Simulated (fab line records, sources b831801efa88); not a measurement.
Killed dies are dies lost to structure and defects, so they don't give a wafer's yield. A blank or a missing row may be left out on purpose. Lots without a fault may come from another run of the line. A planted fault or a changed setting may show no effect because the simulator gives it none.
Which tool did it? | flow gf180mcu | 15 lots, 43 wafers sampled, at 2 steps of a route of 602

WHAT THE GAUGES READ, wafer by wafer
GF_STI_THK_MEAS_04.
lot  | measured    | on            | STI_CVD_03_THK (nm)
L409 | day 1 23:35 | film_metro-04 | 206.2 206.7 208.5
L411 | day 2 10:59 | film_metro-03 | 203.9 204.9 206.0
L412 | day 2 14:59 | film_metro-01 | 207.1 208.1 207.6
L413 | day 2 19:42 | film_metro-01 | 204.0 205.6 204.7
L414 | day 3 02:50 | film_metro-01 | 203.1 205.0 204.4
L415 | day 3 06:49 | film_metro-01 | 209.4 210.5 208.6
L416 | day 3 11:34 | film_metro-03 | 203.8 205.1 204.2
L417 | day 3 16:41 | film_metro-03 | 205.4 206.4 207.3
L418 | day 3 20:35 | film_metro-04 | 206.4 205.2 204.4
L425 | day 5 07:41 | film_metro-04 | 208.1 208.5
L426 | day 5 15:11 | film_metro-03 | 206.4 207.1
L427 | day 5 19:14 | film_metro-03 | 205.9 204.5 205.7
L428 | day 5 22:41 | film_metro-01 | 206.3 205.0 206.1
L429 | day 6 04:02 | film_metro-03 | 207.0 207.4 208.1
L430 | day 6 08:37 | film_metro-03 | 206.3 205.7 204.4

GF_MVSD_OVL_MEAS_07.
lot  | measured     | on         | MVSD_OVL (nm)
L409 | day 4 21:03  | overlay-01 | -2.3 -0.7 -3.2
L411 | day 5 13:49  | overlay-01 | 0.6 -0.5 -1.0
L412 | day 5 18:12  | overlay-01 | 0.7 0.9 0.5
L413 | day 5 23:23  | overlay-01 | 1.6 0.8 0.7
L414 | day 6 04:44  | overlay-02 | -0.4 -1.9 -0.9
L415 | day 6 11:58  | overlay-01 | -0.5 -0.3 -1.0
L416 | day 6 17:21  | overlay-01 | -3.4 -2.4 -3.1
L417 | day 6 21:48  | overlay-01 | -0.7 0.4 -1.5
L418 | day 7 03:24  | overlay-01 | 0.0 0.8 -2.1
L425 | day 8 20:04  | overlay-01 | -1.4 0.2
L426 | day 9 02:19  | overlay-01 | 0.1 -0.2
L427 | day 9 09:47  | overlay-01 | -2.7 -0.9 -2.0
L428 | day 9 16:33  | overlay-02 | -2.6 -0.9 -0.3
L429 | day 10 01:34 | overlay-01 | -2.2 -3.0 -1.7
L430 | day 10 02:49 | overlay-02 | -0.9 -2.1 -4.0

WHICH TOOL RAN EACH LOT (tool, then ch and the chambers of the sampled wafers, then the start)
The record holds no process step before these readings.

WHAT THE TOOLS THEMSELVES READ (means of the sampled wafers that have a number; where no wafer has one, the mark that the record gives instead)
The record holds no such reading with a usual standard deviation.

THE ANSWER, worked out from the rows above alone
Rule: what is usual is taken from the lots themselves. Put in order of their means at a reading, lots are off if they are a third of the lots or fewer, leave a main group of 4 or more, and stand apart from it by a gap of 3 or more times the standard deviation of the main group's means; of several such gaps the widest counts. A main group whose means are all the same, to the digits that the tables above print for the reading, isn't used. A lot without any number at a reading at which 4 lots or more have one is off too. The other lots that the step has rows for count as sound. The gauges are gone through in route order, then the tools' own readings, and for those a lot's mean is taken as printed above. The first step at which some lot is off is used, and at that step the reading that is off furthest; a lot without a number counts as furthest.
No lot is off at any reading shown: from this, nothing can be told.

WHAT THE SIMULATOR HAD PUT IN
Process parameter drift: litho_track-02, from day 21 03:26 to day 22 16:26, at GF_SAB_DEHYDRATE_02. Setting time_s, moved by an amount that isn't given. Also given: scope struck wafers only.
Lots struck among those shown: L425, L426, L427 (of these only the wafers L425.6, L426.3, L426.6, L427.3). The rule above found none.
